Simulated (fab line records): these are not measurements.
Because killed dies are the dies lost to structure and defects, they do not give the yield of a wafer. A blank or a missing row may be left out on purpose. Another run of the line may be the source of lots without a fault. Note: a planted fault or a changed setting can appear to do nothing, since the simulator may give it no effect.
Which tool was responsible? || flow gf180mcu || Sampling: 14 lots, 42 wafers, 4 of 602 route steps

== WHAT THE GAUGES SHOWED, per wafer ==
GF_M4_RS_MEAS_05: uses a four-point probe to measure. Usual: M4_ALCU_RS 0.0696 ohm/sq, standard deviation 0.0008.
{"lot": "L308", "measured": "day 22 07:53", "on": "film-metro-02", "M4_ALCU_RS (ohm/sq)": "0.0696 0.0684 0.0699", "flag": ""}
{"lot": "L309", "measured": "day 22 19:09", "on": "film-metro-04", "M4_ALCU_RS (ohm/sq)": "0.0699 0.0701 0.0704", "flag": ""}
{"lot": "L311", "measured": "day 23 13:34", "on": "film-metro-02", "M4_ALCU_RS (ohm/sq)": "0.0683 0.0683 0.0694", "flag": ""}
{"lot": "L312", "measured": "day 23 22:01", "on": "film-metro-02", "M4_ALCU_RS (ohm/sq)": "0.0688 0.0697 0.0693", "flag": ""}
{"lot": "L313", "measured": "day 24 06:09", "on": "film-metro-04", "M4_ALCU_RS (ohm/sq)": "0.0688 0.0700 0.0691", "flag": ""}
{"lot": "L314", "measured": "day 24 12:00", "on": "film-metro-04", "M4_ALCU_RS (ohm/sq)": "0.0699 0.0690 0.0686", "flag": ""}
{"lot": "L323", "measured": "day 27 12:06", "on": "film-metro-02", "M4_ALCU_RS (ohm/sq)": "0.0713 0.0706 0.0704", "flag": ""}
{"lot": "L324", "measured": "day 27 23:49", "on": "film-metro-02", "M4_ALCU_RS (ohm/sq)": "0.0695 0.0694 0.0694", "flag": ""}
{"lot": "L326", "measured": "day 28 12:35", "on": "film-metro-04", "M4_ALCU_RS (ohm/sq)": "0.0694 0.0694 0.0695", "flag": ""}
{"lot": "L327", "measured": "day 28 18:28", "on": "film-metro-04", "M4_ALCU_RS (ohm/sq)": "0.0711 0.0709 0.0715", "flag": ""}
{"lot": "L328", "measured": "day 29 00:04", "on": "film-metro-04", "M4_ALCU_RS (ohm/sq)": "0.0691 0.0695 0.0694", "flag": ""}
{"lot": "L329", "measured": "day 29 07:11", "on": "film-metro-02", "M4_ALCU_RS (ohm/sq)": "0.0694 0.0707 0.0701", "flag": ""}
{"lot": "L330", "measured": "day 29 12:18", "on": "film-metro-04", "M4_ALCU_RS (ohm/sq)": "0.0683 0.0680 0.0690", "flag": ""}
{"lot": "L331", "measured": "day 29 18:46", "on": "film-metro-04", "M4_ALCU_RS (ohm/sq)": "0.0708 0.0704 0.0714", "flag": ""}

GF_M4_CD_MEAS_14: target cd 280 nm. Usual: 280.0 nm for cd-nm, sd 1.
{"lot": "L308", "measured": "day 23 07:10", "on": "cd-sem-02", "cd-nm (nm)": "282.7 281.1 282.0", "flag": ""}
{"lot": "L309", "measured": "day 23 18:02", "on": "cd-sem-02", "cd-nm (nm)": "280.8 278.9 280.4", "flag": ""}
{"lot": "L311", "measured": "day 24 12:11", "on": "cd-sem-02", "cd-nm (nm)": "279.9 282.3 281.9", "flag": ""}
{"lot": "L312", "measured": "day 24 20:46", "on": "cd-sem-02", "cd-nm (nm)": "279.1 278.4 279.2", "flag": ""}
{"lot": "L313", "measured": "day 25 04:01", "on": "cd-sem-02", "cd-nm (nm)": "- - -", "flag": "OFF"}
{"lot": "L314", "measured": "day 25 09:35", "on": "cd-sem-02", "cd-nm (nm)": "- - -", "flag": "OFF"}
{"lot": "L323", "measured": "day 28 06:58", "on": "cd-sem-01", "cd-nm (nm)": "279.1 279.7 279.8", "flag": ""}
{"lot": "L324", "measured": "day 28 19:47", "on": "cd-sem-02", "cd-nm (nm)": "279.2 278.6 278.5", "flag": ""}
{"lot": "L326", "measured": "day 29 07:29", "on": "cd-sem-02", "cd-nm (nm)": "278.7 278.6 279.3", "flag": ""}
{"lot": "L327", "measured": "day 29 13:41", "on": "cd-sem-02", "cd-nm (nm)": "279.7 280.2 278.3", "flag": ""}
{"lot": "L328", "measured": "day 29 19:23", "on": "cd-sem-01", "cd-nm (nm)": "280.4 279.9 280.2", "flag": ""}
{"lot": "L329", "measured": "day 30 01:55", "on": "cd-sem-02", "cd-nm (nm)": "281.0 280.5 280.2", "flag": ""}
{"lot": "L330", "measured": "day 30 06:55", "on": "cd-sem-02", "cd-nm (nm)": "280.9 279.4 279.1", "flag": ""}
{"lot": "L331", "measured": "day 30 13:00", "on": "cd-sem-02", "cd-nm (nm)": "280.9 281.1 280.5", "flag": ""}

== WHICH TOOL RAN EACH LOT (tool, then ch and the chambers of the sampled wafers, then the start) ==
{"lot": "L308", "GF_V3_STRIP_18": "plasma-asher-04 ch 0, day 22 06:26", "GF_M4_DEVELOP_13": "litho-track-03 ch 0, day 23 07:01"}
{"lot": "L309", "GF_V3_STRIP_18": "plasma-asher-04 ch 0,1, day 22 17:42", "GF_M4_DEVELOP_13": "litho-track-03 ch 0, day 23 17:53"}
{"lot": "L311", "GF_V3_STRIP_18": "plasma-asher-04 ch 0,1, day 23 12:05", "GF_M4_DEVELOP_13": "litho-track-02 ch 0, day 24 12:04"}
{"lot": "L312", "GF_V3_STRIP_18": "plasma-asher-04 ch 0, day 23 20:32", "GF_M4_DEVELOP_13": "litho-track-03 ch 0, day 24 20:37"}
{"lot": "L313", "GF_V3_STRIP_18": "plasma-asher-04 ch 0,1, day 24 04:32", "GF_M4_DEVELOP_13": "litho-track-03, day 25 03:52"}
{"lot": "L314", "GF_V3_STRIP_18": "plasma-asher-03 ch 0,1, day 24 10:12", "GF_M4_DEVELOP_13": "litho-track-03, day 25 09:26"}
{"lot": "L323", "GF_V3_STRIP_18": "plasma-asher-02 ch 0,1, day 27 10:38", "GF_M4_DEVELOP_13": "litho-track-03 ch 0, day 28 06:49"}
{"lot": "L324", "GF_V3_STRIP_18": "plasma-asher-03 ch 0,1, day 27 22:22", "GF_M4_DEVELOP_13": "litho-track-03 ch 0, day 28 19:38"}
{"lot": "L326", "GF_V3_STRIP_18": "plasma-asher-02 ch 0,1, day 28 11:04", "GF_M4_DEVELOP_13": "litho-track-03 ch 0, day 29 07:20"}
{"lot": "L327", "GF_V3_STRIP_18": "plasma-asher-03 ch 0,1, day 28 16:49", "GF_M4_DEVELOP_13": "litho-track-03 ch 0, day 29 13:32"}
{"lot": "L328", "GF_V3_STRIP_18": "plasma-asher-02 ch 0,1, day 28 22:38", "GF_M4_DEVELOP_13": "litho-track-01 ch 0, day 29 19:14"}
{"lot": "L329", "GF_V3_STRIP_18": "plasma-asher-04 ch 0,1, day 29 05:44", "GF_M4_DEVELOP_13": "litho-track-03 ch 0, day 30 01:46"}
{"lot": "L330", "GF_V3_STRIP_18": "plasma-asher-03 ch 0,1, day 29 10:50", "GF_M4_DEVELOP_13": "litho-track-03 ch 0, day 30 06:46"}
{"lot": "L331", "GF_V3_STRIP_18": "plasma-asher-04 ch 0,1, day 29 17:17", "GF_M4_DEVELOP_13": "litho-track-01 ch 0, day 30 12:52"}
- GF_V3_STRIP_18: strips in O2/N2.
- GF_M4_DEVELOP_13: develop time 60 s.

== WHAT THE TOOLS THEMSELVES READ (means of the sampled wafers that have a number; where no wafer has one, the mark that the record gives instead) ==
GF_V3_STRIP_18. Usual: drypump-motor-current-A 5.7 A, standard deviation 0.49; heater-power-w 333 W, standard deviation 23; n2-flow-sccm 299.9 sccm, standard deviation 0.91; o2-flow-sccm 2999 sccm, standard deviation 8.8; oes-product-au 0.593 a.u., standard deviation 0.0048.
{"lot": "L308", "tool": "plasma-asher-04", "drypump-motor-current-A (A)": 5.9, "heater-power-w (W)": 326, "n2-flow-sccm (sccm)": 300.7, "o2-flow-sccm (sccm)": 2988, "oes-product-au (a.u.)": 0.592, "flag": ""}
{"lot": "L309", "tool": "plasma-asher-04", "drypump-motor-current-A (A)": 6.0, "heater-power-w (W)": 331, "n2-flow-sccm (sccm)": 299.9, "o2-flow-sccm (sccm)": 3008, "oes-product-au (a.u.)": 0.587, "flag": ""}
{"lot": "L311", "tool": "plasma-asher-04", "drypump-motor-current-A (A)": 6.0, "heater-power-w (W)": 340, "n2-flow-sccm (sccm)": 300.0, "o2-flow-sccm (sccm)": 3004, "oes-product-au (a.u.)": 0.589, "flag": ""}
{"lot": "L312", "tool": "plasma-asher-04", "drypump-motor-current-A (A)": 5.9, "heater-power-w (W)": 319, "n2-flow-sccm (sccm)": 300.6, "o2-flow-sccm (sccm)": 2993, "oes-product-au (a.u.)": 0.598, "flag": ""}
{"lot": "L313", "tool": "plasma-asher-04", "drypump-motor-current-A (A)": 6.0, "heater-power-w (W)": 336, "n2-flow-sccm (sccm)": 299.4, "o2-flow-sccm (sccm)": 2998, "oes-product-au (a.u.)": 0.597, "flag": ""}
{"lot": "L314", "tool": "plasma-asher-03", "drypump-motor-current-A (A)": 5.3, "heater-power-w (W)": 324, "n2-flow-sccm (sccm)": 299.2, "o2-flow-sccm (sccm)": 3007, "oes-product-au (a.u.)": 0.596, "flag": ""}
{"lot": "L323", "tool": "plasma-asher-02", "drypump-motor-current-A (A)": 5.7, "heater-power-w (W)": 335, "n2-flow-sccm (sccm)": 299.8, "o2-flow-sccm (sccm)": 3003, "oes-product-au (a.u.)": 0.595, "flag": ""}
{"lot": "L324", "tool": "plasma-asher-03", "drypump-motor-current-A (A)": 5.7, "heater-power-w (W)": 347, "n2-flow-sccm (sccm)": 300.0, "o2-flow-sccm (sccm)": 3007, "oes-product-au (a.u.)": 0.597, "flag": ""}
{"lot": "L326", "tool": "plasma-asher-02", "drypump-motor-current-A (A)": 5.7, "heater-power-w (W)": 332, "n2-flow-sccm (sccm)": 300.2, "o2-flow-sccm (sccm)": 2997, "oes-product-au (a.u.)": 0.583, "flag": ""}
{"lot": "L327", "tool": "plasma-asher-03", "drypump-motor-current-A (A)": 5.7, "heater-power-w (W)": 349, "n2-flow-sccm (sccm)": 300.0, "o2-flow-sccm (sccm)": 2988, "oes-product-au (a.u.)": 0.598, "flag": ""}
{"lot": "L328", "tool": "plasma-asher-02", "drypump-motor-current-A (A)": 5.5, "heater-power-w (W)": 330, "n2-flow-sccm (sccm)": 300.2, "o2-flow-sccm (sccm)": 3005, "oes-product-au (a.u.)": 0.594, "flag": ""}
{"lot": "L329", "tool": "plasma-asher-04", "drypump-motor-current-A (A)": 6.0, "heater-power-w (W)": 331, "n2-flow-sccm (sccm)": 300.1, "o2-flow-sccm (sccm)": 3003, "oes-product-au (a.u.)": 0.597, "flag": ""}
{"lot": "L330", "tool": "plasma-asher-03", "drypump-motor-current-A (A)": 5.7, "heater-power-w (W)": 346, "n2-flow-sccm (sccm)": 299.7, "o2-flow-sccm (sccm)": 3005, "oes-product-au (a.u.)": 0.595, "flag": ""}
{"lot": "L331", "tool": "plasma-asher-04", "drypump-motor-current-A (A)": 6.0, "heater-power-w (W)": 340, "n2-flow-sccm (sccm)": 299.5, "o2-flow-sccm (sccm)": 2997, "oes-product-au (a.u.)": 0.595, "flag": ""}

GF_M4_DEVELOP_13. Usual: 23.00 C for chill-plate-temp-C, sd 0.097.
{"lot": "L308", "tool": "litho-track-03", "chill-plate-temp-C (C)": 23.04, "flag": ""}
{"lot": "L309", "tool": "litho-track-03", "chill-plate-temp-C (C)": 23.03, "flag": ""}
{"lot": "L311", "tool": "litho-track-02", "chill-plate-temp-C (C)": 23.01, "flag": ""}
{"lot": "L312", "tool": "litho-track-03", "chill-plate-temp-C (C)": 23.01, "flag": ""}
{"lot": "L313", "tool": "litho-track-03", "chill-plate-temp-C (C)": "-", "flag": "OFF"}
{"lot": "L314", "tool": "litho-track-03", "chill-plate-temp-C (C)": "-", "flag": "OFF"}
{"lot": "L323", "tool": "litho-track-03", "chill-plate-temp-C (C)": 22.95, "flag": ""}
{"lot": "L324", "tool": "litho-track-03", "chill-plate-temp-C (C)": 22.91, "flag": ""}
{"lot": "L326", "tool": "litho-track-03", "chill-plate-temp-C (C)": 22.96, "flag": ""}
{"lot": "L327", "tool": "litho-track-03", "chill-plate-temp-C (C)": 22.86, "flag": ""}
{"lot": "L328", "tool": "litho-track-01", "chill-plate-temp-C (C)": 23.12, "flag": ""}
{"lot": "L329", "tool": "litho-track-03", "chill-plate-temp-C (C)": 22.96, "flag": ""}
{"lot": "L330", "tool": "litho-track-03", "chill-plate-temp-C (C)": 22.92, "flag": ""}
{"lot": "L331", "tool": "litho-track-01", "chill-plate-temp-C (C)": 23.00, "flag": ""}

== THE ANSWER, worked out from the rows above alone ==
Rule: take the mean of a lot's wafers that have a number; if it is more than 3 standard deviations from the usual mean, the lot is off. A lot without any number at a reading at which 4 lots or more have one is off too. The other lots that the step has rows for count as sound. The gauges are gone through in route order, then the tools' own readings, and for those a lot's mean is taken as printed above. At the first step where some lot is off, the reading lying furthest off is the one used; lots without a number count as furthest.
Off: L313, L314, at GF_M4_CD_MEAS_14 (cd-nm). Without a number there: L313, L314.
A tool fits if, at a process step before that reading, it ran every lot that is off, and no sound lot after the first of them. The gauges at GF_M4_CD_MEAS_14 aren't tried: what is off there is off at GF_M4_DEVELOP_13 too, on other tools, and a gauge's error can't cause that. Not one of the candidates tried fits.

== WHAT THE SIMULATOR HAD INSERTED ==
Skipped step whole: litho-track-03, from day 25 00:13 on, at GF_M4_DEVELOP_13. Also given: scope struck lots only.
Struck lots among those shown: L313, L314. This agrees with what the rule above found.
